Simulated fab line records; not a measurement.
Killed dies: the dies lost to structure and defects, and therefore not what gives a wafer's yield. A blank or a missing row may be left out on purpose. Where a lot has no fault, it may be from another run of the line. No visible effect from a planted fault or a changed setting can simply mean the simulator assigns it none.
Struck lot and sound lot, side by side    flow sky130    15 out of 708 route steps
Sound: the wafers L414.1, L414.4, L414.5. The struck wafers were L422.1, L422.5, L422.6. At the end, the cause is stated.
Each step with rows lists, per side, the tool, then ch with its chambers, then its first start. Under that, the readings that differ: sound wafers    struck wafers    difference of the means    sigmas: that difference in standard deviations of wafers without a fault.
alike: readings with means less than 2 such deviations apart, plus words and numbers identical on both sides. not compared: withheld readings, readings lacking a value on some wafer, bounds such as >300 that could conceal the same value, and numbers that have no deviation in the record and whose values overlap.
A row with sigmas, a row that says differs or no value, or rows on one side alone: a step with any of these is where the two part. Numbers that don't overlap but have no deviation are shown without sigmas and don't part them. Lack of a reading on every wafer of one side parts them only where that side has two or more wafers.

SKY_FIELD_ISO_ETCH_14: etches BARC in N2/H2, stops on SiO2, time 45.9 s, target depth 60 nm.
  sound on rie diel-04 ch 0,1,3, day 2 10:03; struck on rie diel-04 ch 0,2,3, day 4 03:37
reading                sound              struck             difference  sigmas
oes product au (a.u.)  0.859 0.861 0.862  0.852 0.842 0.856  -0.011      -2
  alike: drypump motor current A, rf fwd power W, throttle valve pct
  not compared: rf hours counter h
SKY_FIELD_ISO_ETCH_15: etches the open film in CHF3/O2, stops on Si, target depth 180 nm, time 72 s.
  sound on rie diel-04 ch 0,1,3, day 2 10:05; struck on rie diel-04 ch 0,2,3, day 4 03:39
  alike: drypump motor current A, oes product au, rf fwd power W, throttle valve pct
  not compared: rf hours counter h
SKY_FIELD_ISO_STRIP_16: strips in O2/N2.
  sound on plasma asher-04 ch 1, day 2 10:08; struck on plasma asher-04 ch 0,1, day 4 03:42
  alike: drypump motor current A, oes product au, strip time to endpoint s
  not compared: rf hours counter h
SKY_FIELD_ISO_ETCH_17: etches Si in HBr/Cl2/O2, target depth 342 nm, time 97.7 s.
  sound on rie si-02 ch 0,1,2, day 2 10:14; struck on rie si-01 ch 0,1,3, day 4 03:48
  alike: drypump motor current A, oes product au, rf fwd power W, throttle valve pct
  not compared: rf hours counter h
then, 5 steps without rows for these wafers: SKY_FIELD_ISO_WET_ETCH_18 (etches Si3N4 in H3PO4, target depth 25 nm, time 286 s); SKY_FIELD_ISO_CLEAN_19 (cleans in SC1/SC2, time 150 s); SKY_FIELD_ISO_CLEAN_20 (cleans in dHF, time 20 s); SKY_FIELD_ISO_WET_ETCH_21 (etches SiO2 in dHF, target depth 20 nm, time 400 s); SKY_FIELD_ISO_OXIDATION_22 (stabilise 600 s, purge 300 s, target thk 10 nm).
SKY_FIELD_ISO_THK_MEAS_23:
  sound on film metro-02 at day 2 12:31; struck on film metro-03 at day 4 07:20
reading                          sound           struck            difference  sigmas
FIELD_ISO_OXIDATION_01_THK (nm)  9.72 9.48 9.52  10.05 9.92 10.06  +0.44       +2
then, 1 step without rows for these wafers: SKY_FIELD_ISO_CVD_24 (deposits SiO2, target thk 595 nm, time 99.2 s).
SKY_FIELD_ISO_THK_MEAS_25:
  sound on film metro-04 at day 2 12:39; struck on film metro-03 at day 4 07:28
  alike: FIELD_ISO_CVD_24_THK
SKY_FIELD_ISO_ANNEAL_26: time 1800 s.
  sound on furnace-01 ch 0, day 2 13:21; struck on furnace-01 ch 0, day 4 09:44
  alike: spike tc centre C
SKY_FIELD_ISO_CMP_27: polishes, stops on Si3N4, t overpolish 16 s, target thk 457.8 nm.
  sound on cmp-01 ch 0,1,3, day 2 14:54; struck on cmp-02 ch 0,2,3, day 4 11:23
  alike: edge zone pressure frac, motor current A, overpolish run s, time to endpoint s
-- record jumps: 43 days separate the struck wafers' starts on either side; left off in module FIELD_ISO, taken up again in module PAD_OPEN, whose first shown step is the route's number 708 --
SKY_PAD_OPEN_PROBE_99:
  sound on prober-02 at day 45 14:14; struck on prober-01 at day 47 20:05
  alike: killed_at_M0_to_M3, killed_at_M4_up, killed at contacts, killed at front end, killed at other, killed dies, killed open, killed short

## WHERE THEY PART
Last at SKY_FIELD_ISO_THK_MEAS_23 as far as this record goes, first at SKY_FIELD_ISO_ETCH_14. Later steps at which nothing parts them and some readings are alike: SKY_FIELD_ISO_THK_MEAS_25, SKY_FIELD_ISO_ANNEAL_26, SKY_FIELD_ISO_CMP_27, SKY_PAD_OPEN_PROBE_99.

WHY: what the simulator had put in
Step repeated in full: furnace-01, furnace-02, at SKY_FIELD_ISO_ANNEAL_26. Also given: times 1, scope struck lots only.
